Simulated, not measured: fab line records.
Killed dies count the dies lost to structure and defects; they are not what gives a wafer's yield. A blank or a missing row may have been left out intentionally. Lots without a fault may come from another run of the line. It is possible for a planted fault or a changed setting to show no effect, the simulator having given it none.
The tool behind it: which one? + flow gf180mcu + 6 lots, 18 wafers sampled, at 4 steps of a route of 602

## WHAT THE GAUGES READ, wafer by wafer
GF_TOP_METAL_RS_MEAS_05: the measuring method here is four-point-probe.
| lot  | measured     | on            | TOP_METAL_ALCU_RS (ohm/sq) |
|------|--------------|---------------|----------------------------|
| L503 | day 27 02:44 | film-metro-01 | 0.0324 0.0326 0.0324       |
| L505 | day 28 01:37 | film-metro-04 | 0.0327 0.0328 0.0328       |
| L512 | day 30 11:08 | film-metro-02 | 0.0331 0.0332 0.0334       |
| L515 | day 31 14:12 | film-metro-04 | 0.0326 0.0331 0.0331       |
| L524 | day 33 07:50 | film-metro-02 | 0.0327 0.0325 0.0330       |

## WHAT TOOL EACH LOT RAN ON (gives the tool, then ch and the chambers of the sampled wafers, and finally the start)
| lot  | GF_V5_CVD_02                    | GF_V5_CMP_26                  | GF_TOP_METAL_SPUTTER_01      |
|------|---------------------------------|-------------------------------|------------------------------|
| L503 | pecvd-04 ch 0,1,2, day 26 03:34 | cmp-01 ch 0,1, day 27 02:11   | pvd-sputter-01, day 27 02:35 |
| L505 | pecvd-04 ch 0,1, day 27 03:04   | cmp-01 ch 0,1, day 28 01:07   | pvd-sputter-02, day 28 01:28 |
| L512 | pecvd-01 ch 1,2, day 29 14:00   | cmp-02 ch 2,3, day 30 10:35   | pvd-sputter-03, day 30 10:59 |
| L515 | pecvd-01 ch 0,2, day 30 17:53   | cmp-01 ch 0,1,3, day 31 13:40 | pvd-sputter-01, day 31 14:04 |
| L517 | pecvd-02 ch 0,1,2, day 31 12:18 | cmp-01 ch 1,2, day 32 06:57   | -                            |
| L524 | pecvd-02 ch 0,2, day 32 13:59   | cmp-02 ch 0,3, day 33 07:18   | pvd-sputter-01, day 33 07:42 |
- GF_V5_CVD_02: deposits SiO2 from TEOS, target thk 1450 nm, time 163.28 s.
- GF_V5_CMP_26: polishes, stops on SiO2, t overpolish 15 s, target thk 0 nm.
- GF_TOP_METAL_SPUTTER_01: material TiN, target thk 30 nm, time 25 s.

## THE ANSWER, worked out from the rows above alone
Rule: the usual values come from the lots themselves. The widest of any qualifying gaps counts: lots, ordered by their means at a reading, are off when they make up no more than a third of the lots, leave a main group of 4 or more, and stand apart from it by 3 or more times the standard deviation of that group's means. A main group whose means are all the same, to the digits that the tables above print for the reading, isn't used. A lot without any number at a reading at which 4 lots or more have one is off too. The other lots that the step has rows for count as sound.
Nothing can be told from this: no lot is off at any reading shown.

## WHAT WAS PUT IN BY THE SIMULATOR
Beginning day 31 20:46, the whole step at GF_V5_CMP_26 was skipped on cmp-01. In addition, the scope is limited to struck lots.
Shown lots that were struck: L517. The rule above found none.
